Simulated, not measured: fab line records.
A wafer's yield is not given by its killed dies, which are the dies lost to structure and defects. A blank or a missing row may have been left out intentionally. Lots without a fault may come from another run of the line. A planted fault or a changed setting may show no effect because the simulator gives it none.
What tool caused it? || flow gf180mcu || 7 lots, 20 wafers sampled, at 1 step of a route of 602

== WHAT EACH GAUGE READ, for each wafer ==
GF_MVPSD_OVL_MEAS_07.
{"lot": "L688", "measured": "day 5 07:50", "on": "overlay-02", "MVPSD_OVL (nm)": "-2.8 -2.7 -2.9"}
{"lot": "L690", "measured": "day 5 23:43", "on": "overlay-02", "MVPSD_OVL (nm)": "-1.8 -1.8 -1.7"}
{"lot": "L692", "measured": "day 6 06:40", "on": "overlay-01", "MVPSD_OVL (nm)": "-0.4 -1.7 0.9"}
{"lot": "L694", "measured": "day 6 17:47", "on": "overlay-01", "MVPSD_OVL (nm)": "-1.9 -2.9 -2.0"}
{"lot": "L701", "measured": "day 8 12:58", "on": "overlay-01", "MVPSD_OVL (nm)": "0.4 -1.2"}
{"lot": "L705", "measured": "day 9 12:35", "on": "overlay-01", "MVPSD_OVL (nm)": "-1.1 -2.0 -1.3"}
{"lot": "L709", "measured": "day 10 11:05", "on": "overlay-02", "MVPSD_OVL (nm)": "0.9 -0.4 -1.3"}

== WHICH TOOL RAN EACH LOT (tool, then ch and the chambers of the sampled wafers, then the start) ==
The record shows no process step preceding these readings.

== THE ANSWER, worked out from the rows above alone ==
Rule: the lots themselves supply what counts as usual. Put in order of their means at a reading, lots are off if they are a third of the lots or fewer, leave a main group of 4 or more, and stand apart from it by a gap of 3 or more times the standard deviation of the main group's means; of several such gaps the widest counts. A main group whose means are all the same, to the digits that the tables above print for the reading, isn't used. A lot without any number at a reading at which 4 lots or more have one is off too. Where the step has rows for the other lots, those lots are counted as sound.
No lot is off on any of the readings shown, so nothing can be concluded from this.

== WHAT THE SIMULATOR PUT IN ==
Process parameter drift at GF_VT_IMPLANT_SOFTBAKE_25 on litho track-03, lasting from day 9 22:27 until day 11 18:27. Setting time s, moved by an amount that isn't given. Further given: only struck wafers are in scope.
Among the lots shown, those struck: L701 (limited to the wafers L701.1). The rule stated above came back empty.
